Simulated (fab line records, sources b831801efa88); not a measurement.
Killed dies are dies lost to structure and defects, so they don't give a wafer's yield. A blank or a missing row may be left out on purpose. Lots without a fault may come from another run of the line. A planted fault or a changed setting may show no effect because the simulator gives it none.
Which tool did it? | flow sky130 | 6 lots, 18 wafers sampled, at 3 steps of a route of 708

WHAT THE GAUGES READ, wafer by wafer
SKY_VIA2_THK_MEAS_01.
lot  | measured     | on            | VIA2_HDPCVD_THK (nm)
L456 | day 35 13:38 | film_metro-02 | 1175 1165 1169
L459 | day 36 12:27 | film_metro-04 | 1188 1181 1185
L463 | day 38 03:20 | film_metro-02 | 2143 2169 2155 2144 2168 2153
L469 | day 40 07:01 | film_metro-04 | 1173 1160 1163
L474 | day 41 02:23 | film_metro-02 | 1170 1168 1180
L477 | day 41 17:54 | film_metro-04 | 1172 1194 1178

WHICH TOOL RAN EACH LOT (tool, then ch and the chambers of the sampled wafers, then the start)
lot  | SKY_METAL2_DESCUM_17              | SKY_VIA2_HDPCVD_00
L456 | rie_metal-03 ch 0,1, day 35 12:43 | hdpcvd-01 ch 1,2, day 35 13:30
L459 | rie_metal-04 ch 0, day 36 11:32   | hdpcvd-02 ch 0,1,2, day 36 12:19
L463 | rie_metal-03 ch 0, day 38 02:15   | hdpcvd-02 ch 0,2, day 38 03:12
L469 | rie_metal-01 ch 0,1, day 40 06:04 | hdpcvd-01 ch 0,1, day 40 06:53
L474 | rie_metal-03 ch 0,1, day 41 01:28 | hdpcvd-01 ch 0,1, day 41 02:15
L477 | rie_metal-03 ch 0,1, day 41 16:59 | hdpcvd-02 ch 0,2, day 41 17:46
- SKY_METAL2_DESCUM_17: chemistry O2, time 8 s.
- SKY_VIA2_HDPCVD_00: deposits SiO2, target thk 1180 nm, time 196.7 s.

THE ANSWER, worked out from the rows above alone
Rule: what is usual is taken from the lots themselves. Put in order of their means at a reading, lots are off if they are a third of the lots or fewer, leave a main group of 4 or more, and stand apart from it by a gap of 3 or more times the standard deviation of the main group's means; of several such gaps the widest counts. A main group whose means are all the same, to the digits that the tables above print for the reading, isn't used. A lot without any number at a reading at which 4 lots or more have one is off too. The other lots that the step has rows for count as sound.
Off: L463, at SKY_VIA2_THK_MEAS_01 (VIA2_HDPCVD_THK). The main group: mean 1175 nm, standard deviation 7.2.
A tool fits if, at a process step before that reading, it ran every lot that is off, and no sound lot after the first of them. The gauges at SKY_VIA2_THK_MEAS_01 are tried like those tools. None of those tried fits.

WHAT THE SIMULATOR HAD PUT IN
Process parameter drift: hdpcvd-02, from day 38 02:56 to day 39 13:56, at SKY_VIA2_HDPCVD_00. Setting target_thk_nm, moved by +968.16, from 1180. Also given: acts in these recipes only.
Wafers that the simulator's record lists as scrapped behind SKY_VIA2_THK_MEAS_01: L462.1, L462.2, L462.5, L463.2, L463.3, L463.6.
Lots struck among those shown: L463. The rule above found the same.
